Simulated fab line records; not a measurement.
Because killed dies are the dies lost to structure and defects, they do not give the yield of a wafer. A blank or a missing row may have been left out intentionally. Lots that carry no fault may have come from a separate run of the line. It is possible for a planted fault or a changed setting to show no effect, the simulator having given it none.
fab line records + flow gf180mcu
[record]
- lots = 11
- wafers = 33
- last_day = 34
route steps=602 shown LVPWELL@64 MVSD@76 MVPSD@86 VT_IMPLANT@99
lots that met no fault: taken from a fault-free run of the same line
start_h: hours from the record's first day to the start of the lot's first wafer shown + wait_h: time in hours since the lot's previous step + " identical to the entry in the row above + L1.1+2: a single row standing in for several wafers + - either no value or no given start + * or withheld: withheld + < > ~ a bound
route shown NAME@n: NAME is a module with steps in the file, n the number in the route of the first one + usual: average and standard deviation across the fault-free wafers + same: alike in all rows + chamber/n: place in a boat + sites: each site's reading + _std_site: standard deviation across them + _edge_site: inner sites' mean taken away from outer sites' mean + radius_mm: for every site, how far away it sits from the centre of the wafer + mask NAME#n: copy n + behind: the most recent tool/chamber to have shaped the wafer + hold: reason for holding the lot/hours on hold/outcome of the hold + device: transistor that didn't switch, given as n, p or np + end of line: the same wafers' tests at the end of the route + a step with no rows: only its recipe + killed: at the first sort, the dies lost to defects and structure; wafer yield is something else + map: dies across one wafer; x = killed, . = not, _ = none there
set.NAME: the setting as run; set.NAME@STEP: as run at that earlier step + model.NAME: the simulator's own value behind a step, which no gauge read
steps of the route over a sample of lots; a table a step, a row a wafer
services: when a tool's chamber went out of use (start_h, in hours from the record's first day, below 0 if earlier), for how many hours, and the reason
[[steps]]
[step GF_LVPWELL_STRIP_10]
[recipe]
- chemistry = O2/N2
- power_w = 1400
- pressure_mtorr = 1500
- platen_temp_c = 250
- o2_flow_sccm = 3000
- n2_flow_sccm = 300
- overash_fraction = 0.5
[usual]
- chamber_pressure_mTorr = 1500.2/1.4
- drypump_motor_current_A = 5.6/0.48
- heater_power_w = 333/27
- oes_product_au = 0.722/0.0043
- strip_time_to_endpoint_s = 36.93/0.11
[same]
- overash_fraction = 0.5
| lot.wafer | tool            | chamber | start_h | wait_h | chamber_pressure_mTorr | drypump_motor_current_A | heater_power_w | oes_product_au | rf_hours_counter_h | strip_time_to_endpoint_s |
|-----------|-----------------|---------|---------|--------|------------------------|-------------------------|----------------|----------------|--------------------|--------------------------|
| L198.2    | plasma_asher-03 | 1       | 74.24   | 0.1    | 1500.0                 | 5.1                     | 386            | 0.713          | 40                 | 37.10                    |
| L198.3    | "               | 1       | "       | "      | 1498.6                 | 5.1                     | 373            | 0.721          | -                  | 36.95                    |
| L198.4    | "               | 0       | "       | "      | 1501.1                 | 5.7                     | 315            | 0.722          | -                  | 37.09                    |
| L199.1    | plasma_asher-02 | 0       | 80.29   | 0.1    | 1499.1                 | 6.2                     | 289            | 0.719          | 43                 | 36.98                    |
| L199.3    | "               | 1       | "       | "      | 1499.8                 | 5.7                     | 347            | 0.723          | -                  | 37.08                    |
| L199.5    | "               | 1       | "       | "      | 1500.7                 | 5.7                     | 345            | 0.721          | -                  | 37.06                    |
| L201.3    | plasma_asher-03 | 1       | 91.18   | 0.1    | 1499.0                 | 5.1                     | 369            | 0.721          | -                  | 36.90                    |
| L201.4    | "               | 0       | "       | "      | 1499.5                 | 5.7                     | 324            | 0.722          | -                  | 36.93                    |
| L201.5    | "               | 0       | "       | "      | 1500.3                 | 5.7                     | 321            | 0.730          | -                  | 36.93                    |
| L202.1    | plasma_asher-03 | 1       | 96.09   | 0.1    | 1500.0                 | 5.1                     | 380            | 0.726          | 42                 | 37.00                    |
| L202.2    | "               | 0       | "       | "      | 1498.7                 | 5.7                     | 321            | 0.722          | 42                 | 37.03                    |
| L202.4    | "               | 0       | "       | "      | 1500.5                 | 5.8                     | 328            | 0.723          | -                  | 36.94                    |
| L203.1    | plasma_asher-03 | 0       | 101.85  | 0.1    | 1502.2                 | 5.7                     | 328            | 0.728          | 43                 | 37.01                    |
| L203.4    | "               | 1       | "       | "      | 1502.4                 | 5.1                     | 382            | 0.728          | -                  | 36.95                    |
| L203.5    | "               | 1       | "       | "      | 1500.0                 | 5.1                     | 379            | 0.725          | -                  | 36.91                    |
| L204.1    | plasma_asher-04 | 1       | 107.24  | 0.1    | 1500.5                 | 4.7                     | 328            | 0.720          | 44                 | 36.87                    |
| L204.3    | "               | 1       | "       | "      | 1502.1                 | 4.7                     | 329            | 0.717          | -                  | 36.84                    |
| L204.4    | "               | 0       | "       | "      | 1500.3                 | 5.8                     | 359            | 0.725          | -                  | 36.79                    |
| L213.1    | plasma_asher-03 | 0       | 160.10  | 0.1    | 1499.9                 | 5.7                     | 316            | 0.729          | 49                 | 36.94                    |
| L213.2    | "               | 1       | "       | "      | 1500.8                 | 5.1                     | 383            | 0.720          | 49                 | 36.89                    |
| L213.6    | "               | 1       | "       | "      | 1502.3                 | 5.1                     | 369            | 0.715          | -                  | 36.76                    |
| L214.1    | plasma_asher-03 | 1       | 164.84  | 0.1    | 1499.6                 | 5.1                     | 371            | 0.726          | 50                 | 37.03                    |
| L214.3    | "               | 1       | "       | "      | 1499.8                 | 5.1                     | 383            | 0.719          | -                  | 37.06                    |
| L214.6    | "               | 1       | "       | "      | 1501.1                 | 5.1                     | 373            | 0.723          | -                  | 37.07                    |
| L215.4    | plasma_asher-02 | 0       | 172.42  | 0.1    | 1500.1                 | 6.2                     | 288            | 0.725          | -                  | 36.66                    |
| L215.5    | "               | 1       | "       | "      | 1500.2                 | 5.7                     | 326            | 0.729          | -                  | 36.64                    |
| L215.6    | "               | 0       | "       | "      | 1501.0                 | 6.2                     | 298            | 0.725          | -                  | 36.68                    |
| L216.2    | plasma_asher-03 | 1       | 177.09  | 0.1    | 1496.8                 | 5.1                     | 377            | 0.722          | 51                 | 36.91                    |
| L216.4    | "               | 0       | "       | "      | 1500.4                 | 5.7                     | 329            | 0.729          | -                  | 36.86                    |
| L216.6    | "               | 1       | "       | "      | 1501.9                 | 5.1                     | 378            | 0.724          | -                  | 36.98                    |
| L219.2    | plasma_asher-02 | 0       | 193.04  | 0.1    | 1500.9                 | 6.2                     | 305            | 0.720          | 8                  | 37.08                    |
| L219.3    | "               | 0       | "       | "      | 1501.1                 | 6.2                     | 304            | 0.723          | -                  | 37.03                    |
| L219.6    | "               | 0       | "       | "      | 1500.6                 | 6.2                     | 300            | 0.725          | -                  | 37.03                    |
[step GF_MVSD_STRIP_10]
[recipe]
- chemistry = O2/N2
- power_w = 1400
- pressure_mtorr = 1500
- platen_temp_c = 250
- o2_flow_sccm = 3000
- n2_flow_sccm = 300
- overash_fraction = 0.5
[usual]
- chamber_pressure_mTorr = 1499.7/1.5
- drypump_motor_current_A = 5.7/0.37
- heater_power_w = 340/25
- oes_product_au = 0.723/0.0042
- strip_time_to_endpoint_s = 36.93/0.11
[same]
- overash_fraction = 0.5
| lot.wafer | tool            | chamber | start_h | wait_h | chamber_pressure_mTorr | drypump_motor_current_A | heater_power_w | oes_product_au | rf_hours_counter_h | strip_time_to_endpoint_s |
|-----------|-----------------|---------|---------|--------|------------------------|-------------------------|----------------|----------------|--------------------|--------------------------|
| L198.2    | plasma_asher-03 | 0       | 87.89   | 0.1    | 1500.4                 | 5.7                     | 321            | 0.722          | 41                 | 36.94                    |
| L198.3    | "               | 0       | "       | "      | 1501.4                 | 5.8                     | 334            | 0.720          | -                  | 37.02                    |
| L198.4    | "               | 1       | "       | "      | 1497.7                 | 5.1                     | 365            | 0.726          | -                  | 37.01                    |
| L199.1    | plasma_asher-03 | 1       | 93.70   | 0.1    | 1500.2                 | 5.2                     | 375            | 0.723          | 42                 | 37.03                    |
| L199.3    | "               | 1       | "       | "      | 1501.0                 | 5.1                     | 378            | 0.721          | -                  | 37.06                    |
| L199.5    | "               | 1       | "       | "      | 1499.1                 | 5.1                     | 381            | 0.722          | -                  | 36.85                    |
| L201.3    | plasma_asher-02 | 0       | 105.38  | 0.1    | 1496.9                 | 6.3                     | 286            | 0.720          | -                  | 36.72                    |
| L201.4    | "               | 1       | "       | "      | 1499.4                 | 5.7                     | 343            | 0.728          | -                  | 36.74                    |
| L201.5    | "               | 0       | "       | "      | 1498.0                 | 6.3                     | 289            | 0.726          | -                  | 36.81                    |
| L202.1    | plasma_asher-03 | 0       | 110.75  | 0.1    | 1501.5                 | 5.8                     | 327            | 0.722          | 44                 | 36.98                    |
| L202.2    | "               | 1       | "       | "      | 1500.7                 | 5.1                     | 373            | 0.717          | 44                 | 36.98                    |
| L202.4    | "               | 0       | "       | "      | 1498.6                 | 5.7                     | 318            | 0.716          | -                  | 37.04                    |
| L203.1    | plasma_asher-01 | 1       | 115.85  | 0.1    | 1499.0                 | 5.4                     | 340            | 0.725          | 34                 | 36.78                    |
| L203.4    | "               | 0       | "       | "      | 1499.7                 | 6.0                     | 353            | 0.720          | -                  | 37.01                    |
| L203.5    | "               | 0       | "       | "      | 1499.9                 | 6.0                     | 352            | 0.724          | -                  | 36.83                    |
| L204.1    | plasma_asher-03 | 0       | 121.94  | 0.1    | 1501.6                 | 5.7                     | 316            | 0.723          | 45                 | 36.98                    |
| L204.3    | "               | 1       | "       | "      | 1497.6                 | 5.1                     | 371            | 0.729          | -                  | 36.89                    |
| L204.4    | "               | 0       | "       | "      | 1499.7                 | 5.7                     | 322            | 0.726          | -                  | 36.99                    |
| L213.1    | plasma_asher-01 | 1       | 176.14  | 0.1    | 1497.4                 | 5.4                     | 336            | 0.719          | 39                 | 37.02                    |
| L213.2    | "               | 0       | "       | "      | 1500.6                 | 6.0                     | 349            | 0.725          | 39                 | 36.90                    |
| L213.6    | "               | 0       | "       | "      | 1498.9                 | 6.0                     | 350            | 0.721          | -                  | 37.09                    |
| L214.1    | plasma_asher-02 | 0       | 181.55  | 0.1    | 1499.4                 | 6.3                     | 299            | 0.718          | 7                  | 37.04                    |
| L214.3    | "               | 1       | "       | "      | 1497.4                 | 5.8                     | 326            | 0.723          | -                  | 37.02                    |
| L214.6    | "               | 0       | "       | "      | 1501.7                 | 6.2                     | 299            | 0.716          | -                  | 37.10                    |
| L215.4    | plasma_asher-03 | 0       | 189.33  | 0.1    | 1501.3                 | 5.8                     | 320            | 0.724          | -                  | 37.04                    |
| L215.5    | "               | 1       | "       | "      | 1501.0                 | 5.1                     | 380            | 0.719          | -                  | 37.04                    |
| L215.6    | "               | 0       | "       | "      | 1499.8                 | 5.8                     | 316            | 0.719          | -                  | 36.97                    |
| L216.2    | plasma_asher-03 | 1       | 193.77  | 0.1    | 1498.3                 | 5.1                     | 373            | 0.728          | 53                 | 36.88                    |
| L216.4    | "               | 1       | "       | "      | 1501.9                 | 5.1                     | 375            | 0.726          | -                  | 36.80                    |
| L216.6    | "               | 1       | "       | "      | 1499.6                 | 5.1                     | 383            | 0.729          | -                  | 36.84                    |
| L219.2    | plasma_asher-01 | 0       | 210.70  | 0.1    | 1500.6                 | 6.0                     | 356            | 0.722          | 42                 | 36.98                    |
| L219.3    | "               | 0       | "       | "      | 1499.6                 | 6.0                     | 351            | 0.720          | -                  | 37.09                    |
| L219.6    | "               | 1       | "       | "      | 1499.9                 | 5.4                     | 337            | 0.725          | -                  | 37.10                    |
[step GF_MVPSD_IMPLANT_08]
[recipe]
- species = B
- energy_kev = 170
- dose_cm2 = 1.5e+13
- tilt_deg = 0
[usual]
- dose_ions_cm2 = 1.5e+13/1.7e+10
- faraday_current_uA = 84.6/1.5
| lot.wafer | tool         | chamber | start_h | wait_h | dose_ions_cm2 | faraday_current_uA |
|-----------|--------------|---------|---------|--------|---------------|--------------------|
| L198.2    | implanter-04 | 0       | 101.36  | 0.0    | 1.502e+13     | 87.2               |
| L198.3    | "            | 0       | "       | "      | 1.4982e+13    | 84.8               |
| L198.4    | "            | 0       | "       | "      | 1.5017e+13    | 85.4               |
| L199.1    | implanter-03 | 0       | 107.64  | 0.0    | 1.5014e+13    | 82.7               |
| L199.3    | "            | 0       | "       | "      | 1.5e+13       | 84.7               |
| L199.5    | "            | 0       | "       | "      | 1.4961e+13    | 86.4               |
| L201.3    | implanter-03 | 0       | 119.59  | 0.1    | 1.5001e+13    | 80.9               |
| L201.4    | "            | 0       | "       | "      | 1.5026e+13    | 84.9               |
| L201.5    | "            | 0       | "       | "      | 1.4991e+13    | 83.2               |
| L202.1    | implanter-02 | 0       | 125.64  | 0.0    | 1.5017e+13    | 82.9               |
| L202.2    | "            | 0       | "       | "      | 1.5e+13       | 85.0               |
| L202.4    | "            | 0       | "       | "      | 1.5011e+13    | 86.9               |
| L203.1    | implanter-02 | 0       | 129.79  | 0.0    | 1.4994e+13    | 82.3               |
| L203.4    | "            | 0       | "       | "      | 1.499e+13     | 85.1               |
| L203.5    | "            | 0       | "       | "      | 1.4974e+13    | 85.5               |
| L204.1    | implanter-04 | 0       | 136.29  | 0.0    | 1.5014e+13    | 82.8               |
| L204.3    | "            | 0       | "       | "      | 1.4983e+13    | 88.3               |
| L204.4    | "            | 0       | "       | "      | 1.5005e+13    | 86.3               |
| L213.1    | implanter-03 | 0       | 193.09  | 0.0    | 1.3355e+13    | 74.8               |
| L213.2    | "            | 0       | "       | "      | 1.3373e+13    | 74.1               |
| L213.6    | "            | 0       | "       | "      | 1.3329e+13    | 78.7               |
| L214.1    | implanter-03 | 0       | 198.19  | 0.0    | 1.3359e+13    | 72.8               |
| L214.3    | "            | 0       | "       | "      | 1.3343e+13    | 75.7               |
| L214.6    | "            | 0       | "       | "      | 1.3349e+13    | 76.5               |
| L215.4    | implanter-04 | 0       | 206.21  | 0.1    | 1.4961e+13    | 83.5               |
| L215.5    | "            | 0       | "       | "      | 1.4967e+13    | 83.0               |
| L215.6    | "            | 0       | "       | "      | 1.4998e+13    | 83.7               |
| L216.2    | implanter-02 | 0       | 211.31  | 0.0    | 1.5001e+13    | 85.9               |
| L216.4    | "            | 0       | "       | "      | 1.4992e+13    | 83.6               |
| L216.6    | "            | 0       | "       | "      | 1.501e+13     | 85.5               |
| L219.2    | implanter-02 | 0       | 228.81  | 0.0    | 1.4992e+13    | 82.8               |
| L219.3    | "            | 0       | "       | "      | 1.5009e+13    | 85.5               |
| L219.6    | "            | 0       | "       | "      | 1.5002e+13    | 82.8               |
[step GF_MVPSD_TW_MEAS_11]
[usual]
- MVPSD_TW = 551/6.3
| lot.wafer | tool          | chamber | start_h | wait_h | MVPSD_TW |
|-----------|---------------|---------|---------|--------|----------|
| L198.2    | film_metro-03 | -       | 101.75  | 0.1    | 555      |
| L198.3    | "             | -       | "       | "      | 560      |
| L198.4    | "             | -       | "       | "      | 561      |
| L199.1    | film_metro-01 | -       | 108.04  | 0.1    | 544      |
| L199.3    | "             | -       | "       | "      | 547      |
| L199.5    | "             | -       | "       | "      | 544      |
| L201.3    | film_metro-04 | -       | 119.96  | 0.1    | 557      |
| L201.4    | "             | -       | "       | "      | 558      |
| L201.5    | "             | -       | "       | "      | 554      |
| L202.1    | film_metro-01 | -       | 126.04  | 0.1    | 543      |
| L202.2    | "             | -       | "       | "      | 541      |
| L202.4    | "             | -       | "       | "      | 544      |
| L203.1    | film_metro-03 | -       | 130.19  | 0.1    | 556      |
| L203.4    | "             | -       | "       | "      | 556      |
| L203.5    | "             | -       | "       | "      | 555      |
| L204.1    | film_metro-03 | -       | 136.69  | 0.1    | 555      |
| L204.3    | "             | -       | "       | "      | 555      |
| L204.4    | "             | -       | "       | "      | 555      |
| L213.1    | film_metro-03 | -       | 193.55  | 0.1    | 534      |
| L213.2    | "             | -       | "       | "      | 534      |
| L213.6    | "             | -       | "       | "      | 536      |
| L214.1    | film_metro-01 | -       | 198.59  | 0.1    | 526      |
| L214.3    | "             | -       | "       | "      | 526      |
| L214.6    | "             | -       | "       | "      | 527      |
| L215.4    | film_metro-04 | -       | 206.57  | 0.1    | 560      |
| L215.5    | "             | -       | "       | "      | 558      |
| L215.6    | "             | -       | "       | "      | 557      |
| L216.2    | film_metro-01 | -       | 211.70  | 0.1    | 542      |
| L216.4    | "             | -       | "       | "      | 547      |
| L216.6    | "             | -       | "       | "      | 543      |
| L219.2    | film_metro-03 | -       | 229.19  | 0.1    | 554      |
| L219.3    | "             | -       | "       | "      | 553      |
| L219.6    | "             | -       | "       | "      | 554      |
[step GF_VT_IMPLANT_STRIP_09]
[recipe]
- chemistry = O2/N2
- power_w = 1400
- pressure_mtorr = 1500
- platen_temp_c = 250
- o2_flow_sccm = 3000
- n2_flow_sccm = 300
- overash_fraction = 0.5
[usual]
- chamber_pressure_mTorr = 1500.1/1.4
- drypump_motor_current_A = 5.4/0.42
- heater_power_w = 347/22
- oes_product_au = 0.716/0.005
- strip_time_to_endpoint_s = 12.62/0.042
[same]
- overash_fraction = 0.5
| lot.wafer | tool            | chamber | start_h | wait_h | chamber_pressure_mTorr | drypump_motor_current_A | heater_power_w | oes_product_au | rf_hours_counter_h | strip_time_to_endpoint_s |
|-----------|-----------------|---------|---------|--------|------------------------|-------------------------|----------------|----------------|--------------------|--------------------------|
| L198.2    | plasma_asher-03 | 1       | 115.54  | 0.1    | 1499.2                 | 5.1                     | 377            | 0.709          | 44                 | 12.65                    |
| L198.3    | "               | 1       | "       | "      | 1499.5                 | 5.1                     | 375            | 0.713          | -                  | 12.62                    |
| L198.4    | "               | 0       | "       | "      | 1498.9                 | 5.8                     | 320            | 0.718          | -                  | 12.65                    |
| L199.1    | plasma_asher-03 | 0       | 122.49  | 0.1    | 1501.5                 | 5.7                     | 324            | 0.714          | 45                 | 12.64                    |
| L199.3    | "               | 1       | "       | "      | 1499.9                 | 5.1                     | 369            | 0.715          | -                  | 12.59                    |
| L199.5    | "               | 1       | "       | "      | 1500.1                 | 5.1                     | 378            | 0.714          | -                  | 12.65                    |
| L201.3    | plasma_asher-01 | 1       | 135.13  | 0.1    | 1499.0                 | 5.4                     | 339            | 0.720          | -                  | 12.60                    |
| L201.4    | "               | 0       | "       | "      | 1499.1                 | 6.0                     | 346            | 0.727          | -                  | 12.60                    |
| L201.5    | "               | 0       | "       | "      | 1498.6                 | 6.0                     | 351            | 0.723          | -                  | 12.62                    |
| L202.1    | plasma_asher-04 | 0       | 141.45  | 0.1    | 1501.7                 | 5.8                     | 367            | 0.715          | 48                 | 12.59                    |
| L202.2    | "               | 1       | "       | "      | 1500.1                 | 4.8                     | 329            | 0.720          | 48                 | 12.59                    |
| L202.4    | "               | 0       | "       | "      | 1498.6                 | 5.8                     | 354            | 0.716          | -                  | 12.61                    |
| L203.1    | plasma_asher-03 | 1       | 145.44  | 0.1    | 1500.6                 | 5.1                     | 375            | 0.706          | 48                 | 12.61                    |
| L203.4    | "               | 1       | "       | "      | 1501.5                 | 5.1                     | 381            | 0.719          | -                  | 12.61                    |
| L203.5    | "               | 1       | "       | "      | 1499.6                 | 5.1                     | 362            | 0.720          | -                  | 12.62                    |
| L204.1    | plasma_asher-04 | 1       | 151.74  | 0.1    | 1500.7                 | 4.7                     | 326            | 0.710          | 49                 | 12.61                    |
| L204.3    | "               | 0       | "       | "      | 1499.6                 | 5.8                     | 365            | 0.712          | -                  | 12.60                    |
| L204.4    | "               | 1       | "       | "      | 1499.6                 | 4.7                     | 328            | 0.717          | -                  | 12.61                    |
| L213.1    | plasma_asher-04 | 1       | 210.85  | 0.1    | 1501.2                 | 4.7                     | 341            | 0.711          | 56                 | 12.63                    |
| L213.2    | "               | 0       | "       | "      | 1497.9                 | 5.8                     | 356            | 0.718          | 56                 | 12.62                    |
| L213.6    | "               | 1       | "       | "      | 1500.7                 | 4.7                     | 335            | 0.712          | -                  | 12.60                    |
| L214.1    | plasma_asher-04 | 0       | 216.19  | 0.1    | 1500.3                 | 5.8                     | 364            | 0.718          | 57                 | 12.63                    |
| L214.3    | "               | 0       | "       | "      | 1502.2                 | 5.8                     | 360            | 0.719          | -                  | 12.65                    |
| L214.6    | "               | 0       | "       | "      | 1501.1                 | 5.8                     | 353            | 0.720          | -                  | 12.63                    |
| L215.4    | plasma_asher-03 | 1       | 224.58  | 0.1    | 1499.3                 | 5.1                     | 373            | 0.712          | -                  | 12.67                    |
| L215.5    | "               | 0       | "       | "      | 1500.9                 | 5.8                     | 319            | 0.703          | -                  | 12.67                    |
| L215.6    | "               | 1       | "       | "      | 1502.0                 | 5.1                     | 381            | 0.722          | -                  | 12.68                    |
| L216.2    | plasma_asher-04 | 0       | 229.55  | 0.1    | 1501.0                 | 5.8                     | 368            | 0.713          | 58                 | 12.62                    |
| L216.4    | "               | 1       | "       | "      | 1497.7                 | 4.7                     | 328            | 0.704          | -                  | 12.69                    |
| L216.6    | "               | 0       | "       | "      | 1503.7                 | 5.8                     | 364            | 0.715          | -                  | 12.65                    |
| L219.2    | plasma_asher-01 | 1       | 247.40  | 0.1    | 1498.4                 | 5.4                     | 342            | 0.719          | 46                 | 12.59                    |
| L219.3    | "               | 1       | "       | "      | 1500.7                 | 5.3                     | 345            | 0.723          | -                  | 12.59                    |
| L219.6    | "               | 0       | "       | "      | 1498.6                 | 6.0                     | 350            | 0.719          | -                  | 12.62                    |
[step GF_VT_IMPLANT_RS_MEAS_49]
[recipe]
- thk_meas_gauge = four-point-probe
[usual]
- MVPSD_RS = 1168/4.1
| lot.wafer | tool          | chamber | start_h | wait_h | MVPSD_RS[ohm/sq] |
|-----------|---------------|---------|---------|--------|------------------|
| L198.2    | film_metro-04 | -       | 162.24  | 0.1    | 1170             |
| L198.3    | "             | -       | "       | "      | 1168             |
| L198.4    | "             | -       | "       | "      | 1167             |
| L199.1    | film_metro-04 | -       | 169.22  | 0.1    | 1167             |
| L199.3    | "             | -       | "       | "      | 1167             |
| L199.5    | "             | -       | "       | "      | 1168             |
| L201.3    | film_metro-04 | -       | 183.95  | 0.1    | 1166             |
| L201.4    | "             | -       | "       | "      | 1165             |
| L201.5    | "             | -       | "       | "      | 1168             |
| L202.1    | film_metro-03 | -       | 190.96  | 0.1    | 1174             |
| L202.2    | "             | -       | "       | "      | 1176             |
| L202.4    | "             | -       | "       | "      | 1172             |
| L203.1    | film_metro-04 | -       | 194.86  | 0.1    | 1172             |
| L203.4    | "             | -       | "       | "      | 1172             |
| L203.5    | "             | -       | "       | "      | 1169             |
| L204.1    | film_metro-01 | -       | 202.31  | 0.1    | 1166             |
| L204.3    | "             | -       | "       | "      | 1169             |
| L204.4    | "             | -       | "       | "      | 1169             |
| L213.1    | film_metro-04 | -       | 266.27  | 0.1    | 1241             |
| L213.2    | "             | -       | "       | "      | 1247             |
| L213.6    | "             | -       | "       | "      | 1243             |
| L214.1    | film_metro-01 | -       | 272.81  | 0.1    | 1235             |
| L214.3    | "             | -       | "       | "      | 1234             |
| L214.6    | "             | -       | "       | "      | 1236             |
| L215.4    | film_metro-03 | -       | 281.28  | 0.1    | 1164             |
| L215.5    | "             | -       | "       | "      | 1166             |
| L215.6    | "             | -       | "       | "      | 1167             |
| L216.2    | film_metro-04 | -       | 287.58  | 0.1    | 1169             |
| L216.4    | "             | -       | "       | "      | 1168             |
| L216.6    | "             | -       | "       | "      | 1166             |
| L219.2    | film_metro-03 | -       | 307.09  | 0.1    | 1170             |
| L219.3    | "             | -       | "       | "      | 1166             |
| L219.6    | "             | -       | "       | "      | 1168             |
[[services]]
| tool            | chamber | start_h | hours | kind       |
|-----------------|---------|---------|-------|------------|
| implanter-04    | -       | 55.89   | 8.8   | repair     |
| plasma_asher-03 | -       | 59.33   | 1.1   | repair     |
| plasma_asher-02 | -       | 88.49   | 3.8   | repair     |
| plasma_asher-02 | -       | 108.75  | 9.0   | pm         |
| plasma_asher-02 | 0       | 108.75  | 9.0   | vent_cycle |
| plasma_asher-02 | 1       | 108.75  | 9.0   | vent_cycle |
| plasma_asher-02 | 0       | 117.75  | -     | clean      |
| plasma_asher-02 | 1       | 117.75  | -     | clean      |
| plasma_asher-01 | -       | 138.61  | 9.0   | repair     |
| plasma_asher-01 | -       | 151.24  | 4.3   | pm         |
| implanter-02    | -       | 151.78  | 2.6   | repair     |
| plasma_asher-04 | -       | 161.04  | 0.3   | repair     |
| implanter-02    | -       | 182.47  | 19.2  | repair     |
| plasma_asher-03 | -       | 190.85  | 2.9   | repair     |
| plasma_asher-01 | -       | 191.08  | 2.8   | pm         |
| plasma_asher-04 | -       | 196.99  | 0.5   | repair     |
| plasma_asher-03 | -       | 198.67  | 1.1   | repair     |
| plasma_asher-03 | -       | 211.45  | 4.5   | repair     |
[[key]]
[first_sign]
- step = GF_MVPSD_IMPLANT_08
- reading = dose_ions_cm2
- direction = down
- sigmas = 96
- usual = 1.5e+13
- struck = 1.3351e+13
[effect]
- step = GF_MVPSD_IMPLANT_08
- reading = faraday_current_uA
- direction = down
- sigmas = 6
- usual = 84.6
- struck = 75.4
[effect]
- step = GF_MVPSD_TW_MEAS_11
- reading = MVPSD_TW
- direction = down
- sigmas = 3.3
- usual = 551
- struck = 530
[effect]
- step = GF_VT_IMPLANT_RS_MEAS_49
- reading = MVPSD_RS
- direction = up
- sigmas = 18
- usual = 1168
- struck = 1239
met_at GF_MVPSD_IMPLANT_08
struck_lots L213,L214
tester_left_out L213,L214
not_acting_at GF_LVPWELL_STRIP_10,GF_MVSD_STRIP_10,GF_VT_IMPLANT_STRIP_09
onset_between 119.59 193.09
[fault]
- kind = process_parameter_drift
- tool = implanter-03
- chamber = -
- onset_h = 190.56
- steps = GF_MVPSD_IMPLANT_08
- channel = dose_cm2
- offset = -1.6356e+12
- shape = step
- end_h = 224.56
- acts_in = these_recipes_only
- stated = 1.5e+13
// tester_left_out: of these lots the tester's yield and bins aren't shown, on N5 and GAA mostly nor the transistor test; their killed dies are dies lost to structure and defects alone, not to doping, threshold or leakage, so they don't give the yield
